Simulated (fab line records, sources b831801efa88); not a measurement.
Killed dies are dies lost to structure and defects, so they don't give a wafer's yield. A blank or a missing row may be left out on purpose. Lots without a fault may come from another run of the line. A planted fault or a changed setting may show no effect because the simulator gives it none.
fab line records | flow gf180mcu
record lots=24 wafers=72 last_day=34
route steps=602 shown V2@400 V3@433 M4@470
lots that met no fault: from a run of the same line without faults
start_h: hours from the record's first day to the start of the lot's first wafer shown | wait_h: hours since the lot's step before | " the same as in the row above | L1.1+2: a row that stands for several wafers | - no value, or no start given | * or withheld: withheld | < > ~ a bound
route shown NAME@n: a module of which the file shows steps, and the number in the route of the first | usual: mean/standard deviation of fault-free wafers | same: alike in all rows | chamber/n: place in a boat | sites: the reading at each site | _std_site: their standard deviation | _edge_site: outer sites' mean less inner sites' | radius_mm: how far each site lies from the wafer's centre | mask NAME#n: copy n | behind: the tool/chamber that last shaped the wafer | hold: why the lot was held/for how many hours/how that ended | device: the transistor (n, p or np) that didn't switch | end of line: the same wafers' tests at the end of the route | a step without rows: its recipe alone | killed: dies lost to structure and defects at the first sort, not the wafer's yield | map: a wafer's dies, x killed, . not, _ none there
set.NAME: the setting as run; set.NAME@STEP: as run at that earlier step | model.NAME: the simulator's own value behind a step, which no gauge read
steps of the route over a sample of lots; a table a step, a row a wafer
services: from which hour (start_h, from the record's first day; less than 0 if before it) a tool's chamber was out of use, for how many hours, and why
## steps
# step GF_V2_STRIP_18
# recipe chemistry=O2/N2 power_w=1400 pressure_mtorr=1500 platen_temp_c=250 o2_flow_sccm=3000 n2_flow_sccm=300 overash_fraction=0.5
# usual drypump_motor_current_A=5.6/0.3 heater_power_w=358/47 n2_flow_sccm=299.9/0.87 oes_product_au=0.593/0.0052
# columns lot.wafer tool chamber start_h wait_h drypump_motor_current_A heater_power_w n2_flow_sccm oes_product_au rf_hours_counter_h
L074.1 plasma_asher-04 0 459.52 - 5.9 312 300.5 0.588 89
L074.2 " 1 " " 4.9 309 298.8 0.596 89
L074.6 " 1 " " 5.0 305 299.0 0.592 -
L075.3 plasma_asher-04 0 468.10 - 5.9 313 299.9 0.608 -
L075.5 " 1 " " 4.9 306 300.0 0.591 -
L075.6 " 0 " " 5.9 319 301.1 0.595 -
L076.2 plasma_asher-01 1 474.70 - 5.6 314 300.4 0.594 4
L076.3 " 0 " " 5.9 365 300.9 0.587 -
L076.5 " 0 " " 5.9 361 300.2 0.597 -
L077.3 plasma_asher-02 1 487.18 - 5.6 425 300.3 0.604 -
L077.4 " 0 " " 5.4 391 299.9 0.594 -
L077.5 " 1 " " 5.6 418 300.0 0.594 -
L078.1 plasma_asher-04 0 496.67 - 5.9 308 298.5 0.598 93
L078.3 " 0 " " 5.9 316 299.0 0.595 -
L078.6 " 0 " " 5.9 314 297.9 0.592 -
L079.1 plasma_asher-01 1 508.17 - 5.6 310 299.3 0.598 8
L079.3 " 1 " " 5.6 308 299.8 0.594 -
L079.4 " 0 " " 5.9 366 300.3 0.589 -
L080.1 plasma_asher-01 0 518.32 - 5.9 360 300.3 0.598 9
L080.2 " 1 " " 5.6 306 301.0 0.597 9
L080.3 " 1 " " 5.6 316 301.0 0.590 -
L081.1 plasma_asher-02 1 529.30 - 5.6 430 299.5 0.593 33
L081.4 " 0 " " 5.5 386 300.1 0.583 -
L081.6 " 0 " " 5.5 389 298.9 0.591 -
L083.1 plasma_asher-02 0 539.22 - 5.5 391 301.7 0.590 34
L083.5 " 1 " " 5.6 429 299.7 0.595 -
L083.6 " 0 " " 5.4 405 300.6 0.600 -
L082.2 plasma_asher-04 0 544.12 - 5.9 312 300.4 0.594 99
L082.5 " 1 " " 4.9 314 300.3 0.594 -
L082.6 " 0 " " 5.9 315 300.4 0.590 -
L084.1 plasma_asher-02 1 562.55 - 5.6 419 299.9 0.599 37
L084.5 " 1 " " 5.6 424 297.8 0.592 -
L084.6 " 0 " " 5.5 386 300.1 0.588 -
L085.1 plasma_asher-02 1 571.57 - 5.6 420 299.0 0.590 38
L085.2 " 0 " " 5.4 395 300.3 0.590 38
L085.4 " 1 " " 5.6 424 299.9 0.594 -
L086.3 plasma_asher-02 0 574.13 - 5.5 393 300.6 0.591 -
L086.5 " 1 " " 5.6 425 300.8 0.604 -
L086.6 " 0 " " 5.5 391 301.4 0.587 -
L087.1 plasma_asher-04 0 582.50 - 5.9 312 300.7 0.607 103
L087.3 " 0 " " 5.9 315 300.6 0.588 -
L087.4 " 1 " " 5.0 308 298.5 0.584 -
L088.1 plasma_asher-01 0 590.07 - 5.9 358 298.9 0.585 17
L088.2 " 1 " " 5.6 314 299.8 0.594 17
L088.3 " 1 " " 5.6 309 301.4 0.595 -
L089.2 plasma_asher-01 1 600.45 - 5.6 315 300.2 0.590 18
L089.3 " 1 " " 5.6 318 300.7 0.592 -
L089.5 " 0 " " 5.9 363 300.0 0.592 -
L090.2 plasma_asher-01 1 605.22 - 5.6 314 299.8 0.586 19
L090.3 " 1 " " 5.6 320 299.8 0.590 -
L090.5 " 0 " " 5.9 353 299.7 0.594 -
L091.2 plasma_asher-02 1 606.35 - 5.6 424 301.1 0.593 41
L091.4 " 1 " " 5.6 421 301.1 0.582 -
L091.5 " 0 " " 5.5 400 299.5 0.591 -
L092.2 plasma_asher-02 1 615.17 - 5.6 413 300.2 0.599 42
L092.3 " 0 " " 5.5 391 300.4 0.597 -
L092.6 " 0 " " 5.5 395 300.2 0.598 -
L093.1 plasma_asher-02 0 617.97 - 5.5 386 300.7 0.592 43
L093.3 " 0 " " 5.4 380 299.5 0.599 -
L093.4 " 1 " " 5.6 422 300.3 0.590 -
L094.1 plasma_asher-04 0 632.47 - 5.9 315 298.7 0.588 108
L094.4 " 0 " " 5.9 314 299.2 0.588 -
L094.5 " 1 " " 5.0 309 300.3 0.588 -
L095.1 plasma_asher-04 0 634.22 - 5.9 303 299.0 0.590 108
L095.4 " 1 " " 5.0 299 299.4 0.596 -
L095.6 " 0 " " 5.9 308 300.4 0.599 -
L096.2 plasma_asher-01 1 639.35 - 5.6 313 299.3 0.581 22
L096.4 " 1 " " 5.6 313 300.4 0.593 -
L096.5 " 0 " " 5.9 359 300.2 0.592 -
L097.2 plasma_asher-02 0 647.62 - 5.5 394 299.0 0.589 45
L097.4 " 0 " " 5.5 395 298.4 0.591 -
L097.5 " 1 " " 5.6 425 297.8 0.591 -
# step GF_V2_SPUTTER_21
# recipe material=Ti target_thk_nm=15 chamber_pressure_pa=5 power_w=2500 substrate_temp_c=200 time_s=80.02
# usual chamber_pressure_pa=5.000/0.01 throttle_valve_pct=29.9/0.88
# columns lot.wafer tool chamber start_h wait_h chamber_pressure_pa throttle_valve_pct
L074.1 pvd_sputter-03 - 460.05 0.0 5.021 30.9
L074.2 " - " " 4.996 30.3
L074.6 " - " " 5.011 29.4
L075.3 pvd_sputter-03 - 468.78 0.0 5.001 29.3
L075.5 " - " " 4.991 29.3
L075.6 " - " " 4.986 29.0
L076.2 pvd_sputter-01 - 475.58 0.0 4.993 31.5
L076.3 " - " " 5.009 29.2
L076.5 " - " " 4.994 31.3
L077.3 pvd_sputter-04 - 487.68 0.0 4.968 28.5
L077.4 " - " " 5.024 30.2
L077.5 " - " " 5.004 30.4
L078.1 pvd_sputter-03 - 497.20 0.0 4.987 29.5
L078.3 " - " " 5.014 30.3
L078.6 " - " " 4.999 30.3
L079.1 pvd_sputter-01 - 508.79 0.0 5.001 29.5
L079.3 " - " " 4.974 31.4
L079.4 " - " " 4.993 31.2
L080.1 pvd_sputter-01 - 518.85 0.0 5.008 31.5
L080.2 " - " " 5.000 31.4
L080.3 " - " " 5.000 29.2
L081.1 pvd_sputter-03 - 529.83 0.0 5.008 29.4
L081.4 " - " " 5.016 30.7
L081.6 " - " " 5.009 29.5
L083.1 pvd_sputter-03 - 539.75 0.0 4.995 31.0
L083.5 " - " " 5.002 30.3
L083.6 " - " " 4.998 29.4
L082.2 pvd_sputter-04 - 544.65 0.0 4.986 31.1
L082.5 " - " " 5.005 29.4
L082.6 " - " " 5.006 30.4
L084.1 pvd_sputter-01 - 563.12 0.0 4.987 29.6
L084.5 " - " " 5.011 29.0
L084.6 " - " " 5.010 31.4
L085.1 pvd_sputter-03 - 572.14 0.0 5.005 29.1
L085.2 " - " " 4.985 30.3
L085.4 " - " " 5.012 29.3
L086.3 pvd_sputter-01 - 574.64 0.0 4.994 29.6
L086.5 " - " " 4.992 31.4
L086.6 " - " " 5.000 29.5
L087.1 pvd_sputter-03 - 583.04 0.0 5.008 29.4
L087.3 " - " " 4.993 29.3
L087.4 " - " " 4.974 30.7
L088.1 pvd_sputter-03 - 590.60 0.0 4.981 30.3
L088.2 " - " " 4.989 29.3
L088.3 " - " " 4.997 30.8
L089.2 pvd_sputter-04 - 600.98 0.0 5.009 29.4
L089.3 " - " " 4.987 28.7
L089.5 " - " " 4.996 30.7
L090.2 pvd_sputter-03 - 605.75 0.0 4.991 29.5
L090.3 " - " " 4.999 30.6
L090.5 " - " " 5.012 29.1
L091.2 pvd_sputter-04 - 606.88 0.0 5.010 28.3
L091.4 " - " " 4.985 31.1
L091.5 " - " " 5.001 31.1
L092.2 pvd_sputter-01 - 615.70 0.0 5.013 31.3
L092.3 " - " " 5.010 29.6
L092.6 " - " " 5.005 29.0
L093.1 pvd_sputter-04 - 618.50 0.0 4.996 30.2
L093.3 " - " " 4.981 30.9
L093.4 " - " " 5.010 29.1
L094.1 pvd_sputter-01 - 633.03 0.0 5.009 31.3
L094.4 " - " " 5.016 29.6
L094.5 " - " " 5.010 29.4
L095.1 pvd_sputter-03 - 634.77 0.0 5.007 29.3
L095.4 " - " " 5.030 30.2
L095.6 " - " " 5.019 29.3
L096.2 pvd_sputter-04 - 639.96 0.0 4.980 28.5
L096.4 " - " " 4.986 30.4
L096.5 " - " " 4.990 28.4
L097.2 pvd_sputter-03 - 648.24 0.0 4.996 29.2
L097.4 " - " " 4.992 30.1
L097.5 " - " " 5.002 29.1
# step GF_V3_CMP_04
# recipe material=SiO2 down_force_psi=4 platen_rpm=60 pad_velocity_m_s=0.94248
# usual motor_current_A=12.4/1.2 slurry_filter_dp_kPa=13.49/0.13 slurry_flow_ml_min=150.0/0.49 time_to_endpoint_s=81/4.4
# columns lot.wafer tool chamber start_h wait_h motor_current_A slurry_filter_dp_kPa slurry_flow_ml_min time_to_endpoint_s
L074.2 cmp-01 0 486.26 0.1 11.3 13.68 149.1 84
L074.1 " 1 " " 12.1 13.63 151.0 76
L074.6 " 3 " " 12.7 13.41 150.5 81
L075.3 cmp-02 0 494.66 0.2 12.3 13.77 149.4 76
L075.6 " 1 " " 12.0 13.43 150.9 80
L075.5 " 2 " " 14.0 13.57 149.5 76
L076.3 cmp-01 3 501.23 0.1 13.2 13.60 149.9 73
L076.2 " 0 " " 11.1 13.27 149.5 76
L076.5 " 3 " " 12.7 13.36 150.1 75
L077.3 cmp-01 0 513.38 0.0 11.4 13.34 149.5 81
L077.4 " 1 " " 12.4 13.57 150.6 83
L077.5 " 0 " " 11.3 13.62 150.6 84
L078.3 cmp-01 3 522.49 0.1 12.1 13.62 150.0 77
L078.1 " 0 " " 10.8 13.51 149.9 75
L078.6 " 3 " " 13.5 13.65 149.8 80
L079.3 cmp-02 0 534.26 0.0 13.7 13.64 150.4 79
L079.4 " 1 " " 12.5 13.38 149.8 85
L079.1 " 3 " " 14.9 13.65 150.8 76
L080.3 cmp-02 0 543.25 0.1 13.1 13.57 150.5 76
L080.1 " 1 " " 12.6 13.32 150.2 78
L080.2 " 2 " " 13.7 13.47 150.5 77
L081.4 cmp-02 2 554.51 0.0 13.0 13.31 150.7 93
L081.1 " 0 " " 13.1 13.37 149.3 82
L081.6 " 3 " " 14.8 13.59 149.8 84
L083.1 cmp-02 2 564.18 0.1 13.3 13.56 150.1 81
L083.5 " 2 " " 13.1 13.38 150.2 87
L083.6 " 3 " " 14.0 13.57 150.1 85
L082.2 cmp-01 2 568.70 0.1 11.2 13.34 149.2 78
L082.6 " 0 " " 11.1 13.47 149.8 86
L082.5 " 1 " " 11.1 13.26 149.5 80
L084.1 cmp-02 3 586.58 0.1 14.5 13.44 150.4 74
L084.5 " 1 " " 12.5 13.34 150.1 81
L084.6 " 2 " " 13.6 13.90 150.2 86
L085.2 cmp-01 3 596.49 0.0 13.8 13.42 149.7 82
L085.1 " 0 " " 11.3 13.53 149.7 84
L085.4 " 1 " " 11.6 13.80 150.7 87
L086.3 cmp-01 1 597.73 0.3 11.8 13.43 150.1 77
L086.6 " 2 " " 11.0 13.49 150.2 82
L086.5 " 3 " " 12.6 13.45 149.9 84
L087.4 cmp-01 3 605.68 0.0 12.6 13.64 150.0 82
L087.3 " 0 " " 10.9 13.74 150.5 78
L087.1 " 2 " " 10.6 13.37 150.8 72
L088.1 cmp-01 3 613.70 0.1 12.5 13.53 149.9 82
L088.3 " 1 " " 11.6 13.67 150.2 78
L088.2 " 2 " " 10.4 13.37 149.7 79
L089.2 cmp-01 3 623.24 0.0 12.5 13.45 149.6 80
L089.3 " 2 " " 11.2 13.71 149.4 75
L089.5 " 3 " " 13.1 13.34 149.7 85
L090.3 cmp-01 1 628.84 0.1 11.0 13.60 150.3 83
L090.2 " 2 " " 11.2 13.35 150.3 83
L090.5 " 1 " " 11.3 13.46 149.8 82
L091.2 cmp-01 3 629.34 0.0 13.3 13.54 149.7 76
L091.4 " 2 " " 11.0 13.71 148.7 80
L091.5 " 0 " " 10.8 13.48 149.7 80
L092.3 cmp-02 1 638.30 0.0 13.2 13.31 150.3 77
L092.2 " 0 " " 14.3 13.57 150.5 75
L092.6 " 1 " " 12.7 13.51 150.0 88
L093.4 cmp-01 3 640.87 0.0 13.3 13.52 150.7 83
L093.1 " 0 " " 10.8 13.62 150.2 77
L093.3 " 2 " " 10.8 13.54 149.5 77
L094.4 cmp-02 0 655.24 0.0 13.6 13.22 149.5 82
L094.1 " 1 " " 13.0 13.45 149.6 82
L094.5 " 0 " " 13.6 13.32 149.6 83
L095.1 cmp-02 1 656.79 0.1 12.2 13.41 150.1 73
L095.4 " 3 " " 13.7 13.23 150.6 77
L095.6 " 1 " " 12.9 13.31 150.2 78
L096.2 cmp-01 3 661.69 0.0 13.1 13.45 149.7 83
L096.4 " 1 " " 11.7 13.60 150.8 88
L096.5 " 3 " " 13.0 13.75 150.7 83
L097.2 cmp-02 2 669.34 0.0 14.1 13.50 150.1 77
L097.4 " 0 " " 13.0 13.52 149.7 82
L097.5 " 3 " " 13.1 13.45 149.0 80
# step GF_V3_ETCH_16
# recipe chemistry=N2/H2 target_depth_a=withheld overetch_a=withheld time_s=withheld target=BARC ion_energy_ev=200 source_w=500 bias_w=100 pressure_mtorr=30 n2_flow_sccm=100 h2_flow_sccm=200
# usual drypump_motor_current_A=5.6/0.53 h2_flow_sccm=200.0/0.55 n2_flow_sccm=100.06/0.29 oes_product_au=0.854/0.0046 throttle_valve_pct=13.224/0.01
# columns lot.wafer tool chamber start_h wait_h drypump_motor_current_A h2_flow_sccm n2_flow_sccm oes_product_au throttle_valve_pct
L074.1 rie_diel-02 2 510.37 0.0 6.2 200.5 100.03 0.859 13.236
L074.2 " 0 " " 5.3 200.3 99.51 0.855 13.220
L074.6 " 3 " " 5.1 199.4 100.44 0.861 13.222
L075.3 rie_diel-04 3 518.31 0.0 6.5 199.6 99.95 0.863 13.246
L075.5 " 1 " " 6.0 199.3 100.01 0.855 13.218
L075.6 " 0 " " 5.0 200.5 99.98 0.854 13.217
L076.2 rie_diel-02 2 524.92 0.0 6.3 199.3 100.30 0.855 13.236
L076.3 " 1 " " 5.4 200.2 99.98 0.853 13.218
L076.5 " 3 " " 5.0 201.2 100.12 0.855 13.252
L077.3 rie_diel-02 1 537.09 0.0 5.4 199.9 99.96 0.855 13.222
L077.4 " 2 " " 6.3 198.6 100.10 0.862 13.224
L077.5 " 3 " " 5.0 199.9 100.16 0.850 13.224
L078.1 rie_diel-04 3 546.44 0.0 6.5 200.7 99.99 0.853 13.213
L078.3 " 1 " " 6.0 200.9 100.43 0.847 13.238
L078.6 " 0 " " 5.0 199.1 100.08 0.857 13.221
L079.1 rie_diel-04 0 556.92 0.0 5.0 199.5 100.35 0.863 13.238
L079.3 " 3 " " 6.5 200.1 99.82 0.852 13.225
L079.4 " 2 " " 5.5 200.2 99.75 0.855 13.232
L080.1 rie_diel-01 2 565.84 0.0 6.5 200.6 100.27 0.859 13.236
L080.2 " 3 " " 5.6 200.3 99.70 0.855 13.215
L080.3 " 0 " " 5.1 200.4 100.33 0.854 13.224
L081.1 rie_diel-02 1 576.74 0.0 5.4 199.5 100.03 0.846 13.220
L081.4 " 3 " " 5.0 200.7 100.33 0.858 13.214
L081.6 " 1 " " 5.4 199.6 99.70 0.852 13.218
L083.1 rie_diel-02 0 586.44 0.0 5.3 199.5 99.57 0.855 13.211
L083.5 " 3 " " 5.0 200.4 100.04 0.851 13.212
L083.6 " 0 " " 5.3 199.3 100.22 0.858 13.226
L082.2 rie_diel-04 1 590.84 0.0 6.0 200.7 100.31 0.859 13.222
L082.5 " 0 " " 5.0 200.7 100.45 0.856 13.230
L082.6 " 1 " " 6.0 200.1 100.48 0.860 13.221
L084.1 rie_diel-04 1 607.47 0.0 6.0 199.8 100.28 0.853 13.229
L084.5 " 3 " " 6.5 199.1 99.89 0.857 13.212
L084.6 " 0 " " 5.0 200.0 99.83 0.854 13.221
L085.1 rie_diel-01 0 617.49 0.0 5.1 200.8 99.90 0.853 13.217
L085.2 " 2 " " 6.5 200.1 99.91 0.851 13.230
L085.4 " 1 " " 6.0 200.2 100.52 0.862 13.211
L086.3 rie_diel-04 0 619.24 0.0 5.0 199.6 99.83 0.852 13.231
L086.5 " 0 " " 5.0 199.1 100.15 0.853 13.230
L086.6 " 1 " " 6.0 200.5 100.06 0.855 13.227
L087.1 rie_diel-02 1 627.74 0.0 5.4 200.2 100.26 0.851 13.211
L087.3 " 0 " " 5.2 200.2 100.40 0.862 13.213
L087.4 " 3 " " 5.0 200.0 99.44 0.855 13.221
L088.1 rie_diel-04 1 634.96 0.0 6.0 200.9 99.74 0.854 13.223
L088.2 " 0 " " 5.0 200.2 99.60 0.856 13.225
L088.3 " 2 " " 5.5 200.3 100.26 0.853 13.210
L089.2 rie_diel-02 1 644.04 0.0 5.4 199.6 100.11 0.851 13.220
L089.3 " 3 " " 5.0 200.3 99.84 0.860 13.232
L089.5 " 3 " " 5.0 200.3 100.55 0.851 13.224
L090.2 rie_diel-01 2 648.79 0.0 6.5 199.8 100.12 0.847 13.206
L090.3 " 3 " " 5.6 198.6 99.86 0.858 13.233
L090.5 " 3 " " 5.6 198.8 99.41 0.852 13.205
L091.2 rie_diel-02 1 649.77 0.0 5.4 200.5 100.09 0.851 13.217
L091.4 " 0 " " 5.3 199.7 100.17 0.851 13.225
L091.5 " 2 " " 6.2 198.5 100.14 0.848 13.232
L092.2 rie_diel-02 3 658.44 0.0 5.0 200.1 99.91 0.850 13.219
L092.3 " 0 " " 5.3 199.6 99.50 0.862 13.221
L092.6 " 0 " " 5.3 199.5 99.87 0.848 13.205
L093.1 rie_diel-01 2 661.02 0.0 6.5 200.8 99.99 0.849 13.221
L093.3 " 3 " " 5.6 200.0 100.02 0.851 13.235
L093.4 " 1 " " 6.0 200.2 100.07 0.855 13.206
L094.1 rie_diel-02 3 674.94 0.0 5.0 200.1 99.87 0.847 13.230
L094.4 " 1 " " 5.4 199.7 99.79 0.850 13.240
L094.5 " 2 " " 6.3 199.9 100.07 0.849 13.244
L095.1 rie_diel-04 3 676.54 0.0 6.5 200.7 100.41 0.851 13.225
L095.4 " 2 " " 5.5 200.0 99.84 0.851 13.235
L095.6 " 0 " " 5.0 198.6 99.66 0.859 13.231
L096.2 rie_diel-01 3 681.09 0.0 5.6 200.0 99.82 0.862 13.226
L096.4 " 1 " " 5.9 201.2 100.66 0.859 13.226
L096.5 " 0 " " 5.1 200.5 99.88 0.844 13.226
L097.2 rie_diel-01 3 687.79 0.0 5.6 200.0 99.96 0.853 13.241
L097.4 " 1 " " 6.0 199.4 100.78 0.862 13.225
L097.5 " 3 " " 5.6 199.8 100.17 0.849 13.222
# step GF_V3_SPUTTER_21
# recipe material=Ti target_thk_nm=15 chamber_pressure_pa=5 power_w=2500 substrate_temp_c=200 time_s=80.02
# usual chamber_pressure_pa=4.998/0.0099 throttle_valve_pct=30.3/0.96
# columns lot.wafer tool chamber start_h wait_h chamber_pressure_pa throttle_valve_pct
L074.1 pvd_sputter-03 - 511.03 0.0 4.995 29.2
L074.2 " - " " 5.000 30.7
L074.6 " - " " 4.981 30.5
L075.3 pvd_sputter-02 - 519.01 0.0 4.992 31.5
L075.5 " - " " 5.012 31.0
L075.6 " - " " 4.998 29.5
L076.2 pvd_sputter-01 - 525.58 0.0 5.002 31.4
L076.3 " - " " 4.987 31.3
L076.5 " - " " 4.992 31.5
L077.3 pvd_sputter-01 - 537.75 0.0 4.990 31.4
L077.4 " - " " 5.013 31.3
L077.5 " - " " 4.988 29.0
L078.1 pvd_sputter-03 - 547.10 0.0 5.013 29.3
L078.3 " - " " 4.994 29.3
L078.6 " - " " 4.996 29.4
L079.1 pvd_sputter-01 - 557.58 0.0 4.992 31.3
L079.3 " - " " 4.998 28.9
L079.4 " - " " 4.993 31.4
L080.1 pvd_sputter-02 - 566.51 0.0 5.006 31.1
L080.2 " - " " 5.011 29.5
L080.3 " - " " 4.996 31.4
L081.1 pvd_sputter-01 - 577.40 0.0 4.997 31.6
L081.4 " - " " 4.993 31.5
L081.6 " - " " 4.988 31.6
L083.1 pvd_sputter-02 - 587.10 0.0 4.996 29.3
L083.5 " - " " 4.991 31.5
L083.6 " - " " 5.001 30.8
L082.2 pvd_sputter-03 - 591.50 0.0 5.007 29.5
L082.5 " - " " 5.002 30.2
L082.6 " - " " 5.003 30.7
L084.1 pvd_sputter-02 - 608.13 0.0 5.008 31.1
L084.5 " - " " 5.006 31.1
L084.6 " - " " 5.010 31.2
L085.1 pvd_sputter-01 - 618.15 0.0 5.001 29.0
L085.2 " - " " 4.991 31.5
L085.4 " - " " 4.983 31.4
L086.3 pvd_sputter-01 - 619.90 0.0 4.997 31.6
L086.5 " - " " 5.006 31.1
L086.6 " - " " 5.013 29.2
L087.1 pvd_sputter-01 - 628.40 0.0 4.992 31.6
L087.3 " - " " 5.011 29.3
L087.4 " - " " 4.999 31.3
L088.1 pvd_sputter-01 - 635.71 0.0 5.001 29.0
L088.2 " - " " 5.006 31.4
L088.3 " - " " 4.996 31.5
L089.2 pvd_sputter-03 - 645.05 0.0 5.011 30.3
L089.3 " - " " 5.015 29.3
L089.5 " - " " 4.998 30.4
L090.2 pvd_sputter-03 - 649.62 0.0 5.012 30.4
L090.3 " - " " 4.994 29.1
L090.5 " - " " 4.977 29.3
L091.2 pvd_sputter-02 - 650.54 0.0 4.985 31.1
L091.4 " - " " 4.998 31.7
L091.5 " - " " 4.982 31.4
L092.2 pvd_sputter-03 - 659.14 0.0 4.992 29.2
L092.3 " - " " 5.008 29.6
L092.6 " - " " 5.015 29.1
L093.1 pvd_sputter-02 - 661.71 0.0 4.992 29.3
L093.3 " - " " 4.994 30.9
L093.4 " - " " 4.985 31.1
L094.1 pvd_sputter-03 - 675.63 0.0 5.027 29.5
L094.4 " - " " 4.986 30.1
L094.5 " - " " 4.996 29.5
L095.1 pvd_sputter-01 - 677.21 0.0 5.001 31.5
L095.4 " - " " 4.996 29.5
L095.6 " - " " 5.012 31.3
L096.2 pvd_sputter-02 - 681.75 0.0 4.994 30.6
L096.4 " - " " 4.976 29.7
L096.5 " - " " 5.014 30.8
L097.2 pvd_sputter-02 - 688.45 0.0 4.998 31.2
L097.4 " - " " 5.010 31.4
L097.5 " - " " 4.981 31.9
# step GF_M4_CD_MEAS_14
# recipe target_cd_nm=280
# usual cd_nm=280.1/1.2
# columns lot.wafer tool chamber start_h wait_h cd_nm
L074.1 cd_sem-02 - 535.46 0.1 280.4
L074.2 " - " " 278.6
L074.6 " - " " 279.4
L075.3 cd_sem-01 - 542.52 0.1 278.4
L075.5 " - " " 280.2
L075.6 " - " " 278.8
L076.2 cd_sem-02 - 549.35 0.1 279.0
L076.3 " - " " 280.7
L076.5 " - " " 279.2
L077.3 cd_sem-02 - 561.67 0.1 282.0
L077.4 " - " " 281.7
L077.5 " - " " 281.8
L078.1 cd_sem-02 - 569.31 0.1 280.0
L078.3 " - " " 281.0
L078.6 " - " " 280.4
L079.1 cd_sem-02 - 580.08 0.1 278.8
L079.3 " - " " 278.1
L079.4 " - " " 279.3
L080.1 cd_sem-02 - 589.21 0.1 280.9
L080.2 " - " " 282.0
L080.3 " - " " 281.7
L081.1 cd_sem-02 - 600.13 0.1 281.0
L081.4 " - " " 281.2
L081.6 " - " " 280.5
L083.1 cd_sem-01 - 609.61 0.1 280.6
L083.5 " - " " 281.3
L083.6 " - " " 281.1
L082.2 cd_sem-01 - 613.58 0.1 282.9
L082.5 " - " " 281.6
L082.6 " - " " 281.4
L084.1 cd_sem-01 - 630.18 0.1 279.8
L084.5 " - " " 279.9
L084.6 " - " " 278.5
L085.1 cd_sem-02 - 639.28 0.1 279.7
L085.2 " - " " 281.0
L085.4 " - " " 279.3
L086.3 cd_sem-02 - 640.77 0.1 279.2
L086.5 " - " " 280.3
L086.6 " - " " 280.0
L087.1 cd_sem-02 - 648.93 0.1 280.1
L087.3 " - " " 280.9
L087.4 " - " " 280.4
L088.1 cd_sem-02 - 656.21 0.1 278.9
L088.2 " - " " 279.5
L088.3 " - " " 279.5
L089.2 cd_sem-01 - 664.95 0.1 281.7
L089.3 " - " " 281.7
L089.5 " - " " 282.2
L090.2 cd_sem-01 - 669.78 0.1 278.3
L090.3 " - " " 279.1
L090.5 " - " " 277.9
L091.2 cd_sem-02 - 670.43 0.1 279.4
L091.4 " - " " 280.3
L091.5 " - " " 278.7
L092.2 cd_sem-02 - 679.45 0.1 280.4
L092.3 " - " " 280.7
L092.6 " - " " 279.8
L093.1 cd_sem-01 - 682.18 0.1 280.4
L093.3 " - " " 280.1
L093.4 " - " " 280.4
L094.1 cd_sem-02 - 694.83 0.1 279.5
L094.4 " - " " 280.4
L094.5 " - " " 279.0
L095.1 cd_sem-01 - 696.98 0.1 279.3
L095.4 " - " " 278.8
L095.6 " - " " 278.0
L096.2 cd_sem-01 - 700.98 0.1 280.3
L096.4 " - " " 279.2
L096.5 " - " " 281.3
L097.2 cd_sem-02 - 707.30 0.1 277.9
L097.4 " - " " 279.3
L097.5 " - " " 277.9
## services
# columns tool chamber start_h hours kind
rie_diel-02 - 450.96 15.6 pm
rie_diel-01 3 460.03 15.6 repair
cmp-02 - 468.27 1.8 repair
pvd_sputter-02 - 480.82 3.8 repair
cmp-02 - 489.92 1.1 repair
plasma_asher-02 - 526.74 1.9 repair
pvd_sputter-02 - 527.22 1.4 repair
cmp-02 - 528.55 3.5 repair
pvd_sputter-01 - 532.44 1.1 repair
rie_diel-02 - 535.82 1.2 repair
cmp-02 - 537.57 0.9 repair
cmp-01 - 540.44 3.9 pm
cmp-01 - 555.30 1.2 repair
pvd_sputter-03 2 558.60 - consumable_replace:kit
pvd_sputter-03 2 558.60 18.0 scheduled_down
pvd_sputter-03 2 558.60 18.0 vent_cycle
rie_diel-02 3 561.52 14.8 repair
cmp-02 - 572.00 4.0 pm
cmp-02 - 576.00 - consumable_replace:conditioner
cmp-02 - 576.00 - consumable_replace:pad
rie_diel-01 1 587.65 4.0 repair
rie_diel-01 3 617.33 9.6 repair
plasma_asher-04 - 651.06 3.7 repair
rie_diel-04 - 656.93 14.6 pm
## key
fault none
